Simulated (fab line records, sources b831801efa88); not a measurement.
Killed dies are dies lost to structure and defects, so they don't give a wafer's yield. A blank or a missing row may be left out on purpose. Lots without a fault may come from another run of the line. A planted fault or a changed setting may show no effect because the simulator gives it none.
fab line records | flow sky130
record lots=12 wafers=36 last_day=50
route steps=708 shown VIA4@642 METAL5@670 PASSIVATION@681 PAD_OPEN@708
lots that met no fault: from a run of the same line without faults
start_h: hours from the record's first day to the start of the lot's first wafer shown | wait_h: hours since the lot's step before | " the same as in the row above | L1.1+2: a row that stands for several wafers | - no value, or no start given | * or withheld: withheld | < > ~ a bound
route shown NAME@n: a module of which the file shows steps, and the number in the route of the first | usual: mean/standard deviation of fault-free wafers | same: alike in all rows | chamber/n: place in a boat | sites: the reading at each site | _std_site: their standard deviation | _edge_site: outer sites' mean less inner sites' | radius_mm: how far each site lies from the wafer's centre | mask NAME#n: copy n | behind: the tool/chamber that last shaped the wafer | hold: why the lot was held/for how many hours/how that ended | device: the transistor (n, p or np) that didn't switch | end of line: the same wafers' tests at the end of the route | a step without rows: its recipe alone | killed: dies lost to structure and defects at the first sort, not the wafer's yield | map: a wafer's dies, x killed, . not, _ none there
set.NAME: the setting as run; set.NAME@STEP: as run at that earlier step | model.NAME: the simulator's own value behind a step, which no gauge read
steps of the route over a sample of lots; a table a step, a row a wafer
services: from which hour (start_h, from the record's first day; less than 0 if before it) a tool's chamber was out of use, for how many hours, and why
## steps
# step SKY_VIA4_BOW_MEAS_03
# recipe mode=bow
# usual VIA4_BOW=79/8.8
# columns lot.wafer tool chamber start_h wait_h VIA4_BOW[um]
L961.1 film_metro-01 - 972.86 0.1 96
L961.2 " - " " 96
L961.3 " - " " 94
L962.1 film_metro-03 - 982.96 0.1 87
L962.2 " - " " 75
L962.6 " - " " 76
L964.1 film_metro-01 - 1016.91 0.2 87
L964.3 " - " " 81
L964.6 " - " " 75
L963.2 film_metro-01 - 1018.43 0.1 83
L963.3 " - " " 86
L963.5 " - " " 68
L966.2 film_metro-01 - 1019.84 0.2 93
L966.3 " - " " 81
L966.4 " - " " 101
L967.1 film_metro-04 - 1021.80 0.1 85
L967.2 " - " " 93
L967.4 " - " " 85
L969.1 film_metro-03 - 1030.08 0.2 73
L969.5 " - " " 81
L969.6 " - " " 75
L970.1 film_metro-03 - 1035.38 0.2 64
L970.4 " - " " 64
L970.5 " - " " 59
L972.1 film_metro-03 - 1058.77 0.2 95
L972.4 " - " " 84
L972.5 " - " " 78
L979.1 film_metro-01 - 1101.42 0.2 73
L979.5 " - " " 73
L979.6 " - " " 56
L982.2 film_metro-03 - 1112.64 0.2 81
L982.5 " - " " 89
L982.6 " - " " 91
L984.2 film_metro-03 - 1119.09 0.1 84
L984.3 " - " " 81
L984.5 " - " " 72
# step SKY_VIA4_THK_MEAS_20
# recipe thk_meas_gauge=xrf reads=W_of_VIA4_CVD_18
# usual VIA4_W_THK=501/9.6
# columns lot.wafer tool chamber start_h wait_h VIA4_W_THK[nm]
L961.1 film_metro-04 - 997.05 0.1 491
L961.2 " - " " 485
L961.3 " - " " 489
L962.1 film_metro-01 - 1007.67 0.1 490
L962.2 " - " " 489
L962.6 " - " " 490
L964.1 film_metro-03 - 1039.33 0.1 509
L964.3 " - " " 505
L964.6 " - " " 520
L963.2 film_metro-04 - 1041.55 0.1 503
L963.3 " - " " 498
L963.5 " - " " 494
L966.2 film_metro-04 - 1043.26 0.1 507
L966.3 " - " " 511
L966.4 " - " " 503
L967.1 film_metro-01 - 1044.73 0.1 518
L967.2 " - " " 503
L967.4 " - " " 502
L969.1 film_metro-04 - 1052.05 0.1 497
L969.5 " - " " 490
L969.6 " - " " 496
L970.1 film_metro-01 - 1057.76 0.1 501
L970.4 " - " " 493
L970.5 " - " " 504
L972.1 film_metro-01 - 1080.68 0.1 506
L972.4 " - " " 492
L972.5 " - " " 510
L979.1 film_metro-01 - 1122.33 0.1 522
L979.5 " - " " 497
L979.6 " - " " 519
L982.2 film_metro-01 - 1131.46 0.1 496
L982.5 " - " " 501
L982.6 " - " " 497
L984.2 film_metro-01 - 1139.09 0.1 501
L984.3 " - " " 489
L984.5 " - " " 503
# step SKY_METAL5_COAT_09
# recipe resist=NOVOLAK spin_rpm=3000 resist_thk_nm=1800
# usual spin_speed_rpm=2999.8/2
# columns lot.wafer tool chamber start_h wait_h spin_speed_rpm
L961.1 litho_track-04 0 1009.41 0.1 2999.2
L961.2 " 0 " " 3002.3
L961.3 " 0 " " 2997.3
L962.1 litho_track-02 0 1019.39 0.1 2999.7
L962.2 " 0 " " 3001.8
L962.6 " 0 " " 3002.9
L964.1 litho_track-02 0 1049.99 0.1 3002.2
L964.3 " 0 " " 3000.6
L964.6 " 0 " " 3000.4
L963.2 litho_track-02 0 1051.72 0.1 2998.3
L963.3 " 0 " " 3002.6
L963.5 " 0 " " 2996.7
L966.2 litho_track-02 0 1053.92 0.1 2997.7
L966.3 " 0 " " 3001.4
L966.4 " 0 " " 2998.6
L967.1 litho_track-04 0 1056.21 0.1 2998.4
L967.2 " 0 " " 3000.7
L967.4 " 0 " " 3000.8
L969.1 litho_track-02 0 1063.39 0.1 2999.5
L969.5 " 0 " " 2997.9
L969.6 " 0 " " 3001.6
L970.1 litho_track-04 0 1068.06 0.1 3001.1
L970.4 " 0 " " 3005.3
L970.5 " 0 " " 2999.9
L972.1 litho_track-04 0 1090.86 0.1 2998.1
L972.4 " 0 " " 3000.0
L972.5 " 0 " " 2998.0
L979.1 litho_track-04 0 1132.26 0.1 3210.1
L979.5 " 0 " " 3207.2
L979.6 " 0 " " 3204.8
L982.2 litho_track-04 0 1140.59 0.1 3205.2
L982.5 " 0 " " 3206.4
L982.6 " 0 " " 3202.7
L984.2 litho_track-02 0 1148.87 0.1 3001.0
L984.3 " 0 " " 2999.7
L984.5 " 0 " " 2999.2
# step SKY_METAL5_STRIP_16
# recipe chemistry=O2/N2 power_w=1400 pressure_mtorr=1500 platen_temp_c=withheld o2_flow_sccm=3000 n2_flow_sccm=300 overash_fraction=0.5
# usual drypump_motor_current_A=5.7/0.6 oes_product_au=0.711/0.0048 strip_time_to_endpoint_s=13.03/0.1
# columns lot.wafer tool chamber start_h wait_h drypump_motor_current_A oes_product_au rf_hours_counter_h strip_time_to_endpoint_s
L961.1 plasma_asher-03 1 1021.41 0.2 6.5 0.713 89 13.11
L961.2 " 0 " " 5.2 0.710 89 12.93
L961.3 " 1 " " 6.5 0.716 - 13.04
L962.1 plasma_asher-02 1 1030.76 0.2 5.1 0.712 58 12.93
L962.2 " 0 " " 6.1 0.714 58 13.10
L962.6 " 0 " " 6.1 0.707 - 13.05
L964.1 plasma_asher-02 0 1061.26 0.2 6.1 0.715 61 13.12
L964.3 " 1 " " 5.1 0.704 - 13.16
L964.6 " 0 " " 6.1 0.712 - 13.07
L963.2 plasma_asher-03 0 1063.42 0.3 5.2 0.709 93 13.06
L963.3 " 0 " " 5.2 0.714 - 13.10
L963.5 " 1 " " 6.5 0.711 - 13.07
L966.2 plasma_asher-03 1 1065.60 0.3 6.6 0.713 93 13.14
L966.3 " 1 " " 6.6 0.697 - 13.21
L966.4 " 0 " " 5.2 0.716 - 13.13
L967.1 plasma_asher-03 0 1067.02 0.2 5.2 0.707 94 12.88
L967.2 " 1 " " 6.5 0.711 94 13.07
L967.4 " 0 " " 5.2 0.703 - 12.83
L969.1 plasma_asher-03 0 1074.05 0.4 5.1 0.717 94 12.93
L969.5 " 0 " " 5.1 0.717 - 13.03
L969.6 " 1 " " 6.5 0.711 - 12.91
L970.1 plasma_asher-04 1 1079.53 0.2 5.2 0.708 1 12.97
L970.4 " 0 " " 6.1 0.714 - 12.98
L970.5 " 1 " " 5.2 0.716 - 13.01
L972.1 plasma_asher-03 1 1102.08 0.2 6.5 0.709 97 13.09
L972.4 " 1 " " 6.5 0.699 - 13.02
L972.5 " 0 " " 5.2 0.713 - 13.08
L979.1 plasma_asher-02 0 1141.61 0.2 6.0 0.711 69 12.37
L979.5 " 0 " " 6.0 0.704 - 12.37
L979.6 " 1 " " 5.1 0.710 - 12.39
L982.2 plasma_asher-03 1 1150.86 0.2 6.5 0.708 102 12.47
L982.5 " 1 " " 6.5 0.716 - 12.50
L982.6 " 0 " " 5.2 0.711 - 12.49
L984.2 plasma_asher-03 0 1157.63 0.2 5.2 0.710 103 13.04
L984.3 " 1 " " 6.5 0.714 - 13.10
L984.5 " 1 " " 6.6 0.712 - 13.09
# step SKY_PASSIVATION_CVD_00
# recipe material=SiO2 target_thk_nm=90 temp_c=400 time_s=withheld rf_w=600
# usual heater_power_w=693/98
# columns lot.wafer tool chamber start_h wait_h heater_power_w
L961.1 pecvd-02 0 1022.00 0.0 572
L961.2 " 1 " " 689
L961.3 " 0 " " 597
L962.1 pecvd-02 0 1031.35 0.0 574
L962.2 " 1 " " 702
L962.6 " 1 " " 691
L964.1 pecvd-03 2 1061.88 0.0 806
L964.3 " 1 " " 711
L964.6 " 1 " " 696
L963.2 pecvd-01 1 1064.01 0.0 946
L963.3 " 2 " " 759
L963.5 " 1 " " 954
L966.2 pecvd-02 1 1066.23 0.0 729
L966.3 " 2 " " 572
L966.4 " 1 " " 735
L967.1 pecvd-03 1 1067.63 0.0 667
L967.2 " 0 " " 691
L967.4 " 2 " " 802
L969.1 pecvd-02 2 1074.64 0.0 523
L969.5 " 1 " " 628
L969.6 " 2 " " 537
L970.1 pecvd-03 0 1080.22 0.0 746
L970.4 " 2 " " 820
L970.5 " 1 " " 629
L972.1 pecvd-02 2 1102.71 0.0 515
L972.4 " 0 " " 649
L972.5 " 1 " " 737
L979.1 pecvd-02 1 1142.23 0.0 665
L979.5 " 2 " " 615
L979.6 " 0 " " 672
L982.2 pecvd-02 0 1151.45 0.0 601
L982.5 " 0 " " 586
L982.6 " 2 " " 539
L984.2 pecvd-03 2 1158.69 0.0 780
L984.3 " 0 " " 707
L984.5 " 1 " " 715
# step SKY_PAD_OPEN_PROBE_99
# usual defect_limited_yield=82.7/2.1 killed_at_M0_to_M3=43/7.2 killed_at_M4_up=3.3/1.8 killed_at_contacts=23/5.5 killed_at_front_end=16/5.1 killed_at_other=0.4/0.65 killed_dies=85/10 killed_open=46/7.1 killed_short=38/7.2 sort_bin_3_pad_short=0.9/0.41 sort_bin_5_function=10.2/1.5 sort_bin_6_memory=6.2/1.1 sort_n_pass=407/10 sort_yield_pct=82.7/2.1
# same gross_dies=492 killed_at_back_side=0 sort_bin_4_leakage[%]=0 sort_bin_8_speed[%]=0
# columns lot.wafer tool chamber start_h wait_h defect_limited_yield[%] killed_at_M0_to_M3 killed_at_M4_up killed_at_contacts killed_at_front_end killed_at_other killed_dies killed_open killed_short sort_bin_3_pad_short[%] sort_bin_5_function[%] sort_bin_6_memory[%] sort_n_pass sort_yield_pct[%]
L979.1 prober-01 - 1179.57 0.1 83.7 44 2 16 17 1 80 42 38 0.2 8.9 7.1 412 83.7
L979.5 prober-01 - 1179.77 0.2 84.1 41 2 21 14 0 78 42 36 1.0 8.5 6.3 414 84.1
L979.6 prober-01 - 1179.82 0.2 84.1 50 4 14 10 0 78 35 43 0.8 11.8 3.3 414 84.1
# killed by level:class
L979.1 VIA1:geometric_particle:open=11 CONTACT:geometric_particle:open=8 VIA3:geometric_particle:open=6 VIA1:geometric_particle:short=6 VIA2:geometric_particle:open=5 METAL2:geometric_particle:short=5 FIELD_ISO:geometric_particle:open=4 FIELD_ISO:geometric_particle:short=4
L979.5 VIA3:geometric_particle:open=11 VIA1:geometric_particle:open=9 POLY_GATE:geometric_particle:short=5 LOCAL_INTERCONNECT:geometric_particle:short=5 CONTACT:geometric_particle:short=5 METAL1:geometric_particle:short=5 VIA1:geometric_particle:short=5 FIELD_ISO:geometric_particle:short=4
L979.6 VIA1:geometric_particle:open=8 VIA3:geometric_particle:open=7 VIA1:geometric_particle:short=7 LI_CONTACT:geometric_particle:open=6 VIA2:geometric_particle:short=6 METAL1:geometric_particle:short=5 VIA3:geometric_particle:short=5 FIELD_ISO:geometric_particle:short=4
## services
# columns tool chamber start_h hours kind
plasma_asher-02 - 987.78 3.6 repair
pecvd-01 - 1014.12 1.7 repair
pecvd-02 2 1018.02 25.4 repair
pecvd-01 1 1019.46 3.4 repair
pecvd-01 1 1022.90 - clean
pecvd-01 1 1022.90 - consumable_replace:showerhead
pecvd-01 1 1022.90 29.0 scheduled_down
pecvd-01 1 1022.90 29.0 vent_cycle
pecvd-02 2 1043.43 16.5 scheduled_down
pecvd-02 - 1049.04 2.8 pm
plasma_asher-04 - 1055.25 9.0 pm
plasma_asher-04 0 1055.25 9.0 vent_cycle
plasma_asher-04 1 1055.25 9.0 vent_cycle
plasma_asher-04 0 1064.25 - clean
plasma_asher-04 1 1064.25 - clean
plasma_asher-02 - 1081.22 1.6 repair
plasma_asher-04 - 1111.62 4.3 repair
pecvd-02 1 1123.06 2.8 repair
plasma_asher-03 - 1138.41 0.7 repair
pecvd-01 - 1148.24 14.6 pm
## key
first_sign step=SKY_METAL5_COAT_09 reading=spin_speed_rpm direction=up sigmas=99+ usual=2999.8 struck=3206.1
effect step=SKY_METAL5_STRIP_16 reading=strip_time_to_endpoint_s direction=down sigmas=5.7 usual=* struck=*
met_at SKY_METAL5_COAT_09
struck_lots L979,L982
not_acting_at SKY_VIA4_BOW_MEAS_03,SKY_VIA4_THK_MEAS_20,SKY_PASSIVATION_CVD_00
onset_between 1090.86 1132.26
fault kind=process_parameter_drift tool=litho_track-04 chamber=- onset_h=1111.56 steps=SKY_METAL5_COAT_09 channel=spin_rpm offset=205.1 shape=step end_h=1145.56 acts_in=these_recipes_only stated=3000
